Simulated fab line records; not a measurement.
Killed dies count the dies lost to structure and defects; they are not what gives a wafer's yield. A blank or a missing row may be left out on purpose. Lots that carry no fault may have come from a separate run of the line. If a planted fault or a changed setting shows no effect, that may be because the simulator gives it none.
Chamber matching || flow gf180mcu || GF_POLY_GATE_ETCH_12 on rie-diel-03 has 4 sister chambers
The step etches BARC in N2/H2. 16 wafers are shown with their chamber, then 8 later ones without.

## EACH WAFER AND ITS CHAMBER
{"wafer": "L695.4", "chamber": 1, "drypump-motor-current-A (A)": 5.7, "oes-product-au (a.u.)": 0.735, "throttle-valve-pct (%)": 13.215}
{"wafer": "L695.5", "chamber": 2, "drypump-motor-current-A (A)": 5.4, "oes-product-au (a.u.)": 0.730, "throttle-valve-pct (%)": 13.227}
{"wafer": "L695.6", "chamber": 3, "drypump-motor-current-A (A)": 4.9, "oes-product-au (a.u.)": 0.740, "throttle-valve-pct (%)": 13.213}
{"wafer": "L696.3", "chamber": 0, "drypump-motor-current-A (A)": 6.1, "oes-product-au (a.u.)": 0.744, "throttle-valve-pct (%)": 13.213}
{"wafer": "L696.5", "chamber": 3, "drypump-motor-current-A (A)": 4.9, "oes-product-au (a.u.)": 0.739, "throttle-valve-pct (%)": 13.208}
{"wafer": "L696.6", "chamber": 2, "drypump-motor-current-A (A)": 5.3, "oes-product-au (a.u.)": 0.736, "throttle-valve-pct (%)": 13.214}
{"wafer": "L697.4", "chamber": 3, "drypump-motor-current-A (A)": 5.0, "oes-product-au (a.u.)": 0.740, "throttle-valve-pct (%)": 13.219}
{"wafer": "L697.5", "chamber": 1, "drypump-motor-current-A (A)": 5.7, "oes-product-au (a.u.)": 0.734, "throttle-valve-pct (%)": 13.219}
{"wafer": "L697.6", "chamber": 2, "drypump-motor-current-A (A)": 5.3, "oes-product-au (a.u.)": 0.737, "throttle-valve-pct (%)": 13.204}
{"wafer": "L706.1", "chamber": 0, "drypump-motor-current-A (A)": 6.0, "oes-product-au (a.u.)": 0.740, "throttle-valve-pct (%)": 13.210}
{"wafer": "L706.4", "chamber": 2, "drypump-motor-current-A (A)": 5.3, "oes-product-au (a.u.)": 0.733, "throttle-valve-pct (%)": 13.192}
{"wafer": "L706.5", "chamber": 2, "drypump-motor-current-A (A)": 5.3, "oes-product-au (a.u.)": 0.738, "throttle-valve-pct (%)": 13.226}
{"wafer": "L708.1", "chamber": 3, "drypump-motor-current-A (A)": 5.0, "oes-product-au (a.u.)": 0.744, "throttle-valve-pct (%)": 13.217}
{"wafer": "L708.2", "chamber": 0, "drypump-motor-current-A (A)": 6.1, "oes-product-au (a.u.)": 0.738, "throttle-valve-pct (%)": 13.219}
{"wafer": "L708.4", "chamber": 2, "drypump-motor-current-A (A)": 5.3, "oes-product-au (a.u.)": 0.740, "throttle-valve-pct (%)": 13.202}
{"wafer": "L710.2", "chamber": 0, "drypump-motor-current-A (A)": 6.1, "oes-product-au (a.u.)": 0.736, "throttle-valve-pct (%)": 13.206}

SIGNATURES (averages over the wafers above)
{"reading": "drypump-motor-current-A", "chamber 0": 6.075, "chamber 1": 5.700, "chamber 2": 5.317, "chamber 3": 4.950, "scatter within a chamber": 0.0464}
{"reading": "oes-product-au", "chamber 0": 0.73950, "chamber 1": 0.73450, "chamber 2": 0.73567, "chamber 3": 0.74075, "scatter within a chamber": 0.0031}
{"reading": "throttle-valve-pct", "chamber 0": 13.21200, "chamber 1": 13.21700, "chamber 2": 13.21083, "chamber 3": 13.21425, "scatter within a chamber": 0.00979}
Rule: a wafer's distance from a chamber is the root of the sum, over the readings, of the square of ((its reading less the chamber's mean) divided by the reading's scatter). The wafer belongs to the nearest chamber; if the next one is less than 2 further off, it can't be placed. The scatter: the root of (the sum of the squares of (reading less its chamber's mean) over the shown wafers, divided by (wafers less chambers)).

## WAFERS WITH NO CHAMBER GIVEN
{"wafer": "L710.4", "drypump-motor-current-A (A)": 5.3, "oes-product-au (a.u.)": 0.733, "throttle-valve-pct (%)": 13.224}
{"wafer": "L710.6", "drypump-motor-current-A (A)": 5.0, "oes-product-au (a.u.)": 0.736, "throttle-valve-pct (%)": 13.215}
{"wafer": "L716.2", "drypump-motor-current-A (A)": 6.1, "oes-product-au (a.u.)": 0.744, "throttle-valve-pct (%)": 13.204}
{"wafer": "L716.4", "drypump-motor-current-A (A)": 5.0, "oes-product-au (a.u.)": 0.735, "throttle-valve-pct (%)": 13.213}
{"wafer": "L716.6", "drypump-motor-current-A (A)": 5.7, "oes-product-au (a.u.)": 0.743, "throttle-valve-pct (%)": 13.203}
{"wafer": "L717.1", "drypump-motor-current-A (A)": 6.1, "oes-product-au (a.u.)": 0.737, "throttle-valve-pct (%)": 13.212}
{"wafer": "L717.2", "drypump-motor-current-A (A)": 5.6, "oes-product-au (a.u.)": 0.741, "throttle-valve-pct (%)": 13.227}
{"wafer": "L717.5", "drypump-motor-current-A (A)": 6.1, "oes-product-au (a.u.)": 0.744, "throttle-valve-pct (%)": 13.224}

## WHICH CHAMBER EACH ONE RAN IN
{"wafer": "L710.4", "from the rows above": 2, "in truth": 2}
{"wafer": "L710.6", "from the rows above": 3, "in truth": 3}
{"wafer": "L716.2", "from the rows above": 0, "in truth": 0}
{"wafer": "L716.4", "from the rows above": 3, "in truth": 3}
{"wafer": "L716.6", "from the rows above": 1, "in truth": 1}
{"wafer": "L717.1", "from the rows above": 0, "in truth": 0}
{"wafer": "L717.2", "from the rows above": 1, "in truth": 1}
{"wafer": "L717.5", "from the rows above": 0, "in truth": 0}
8 of 8 placed correctly. From these rows, 0 cannot be placed. Placed wrongly: 0.
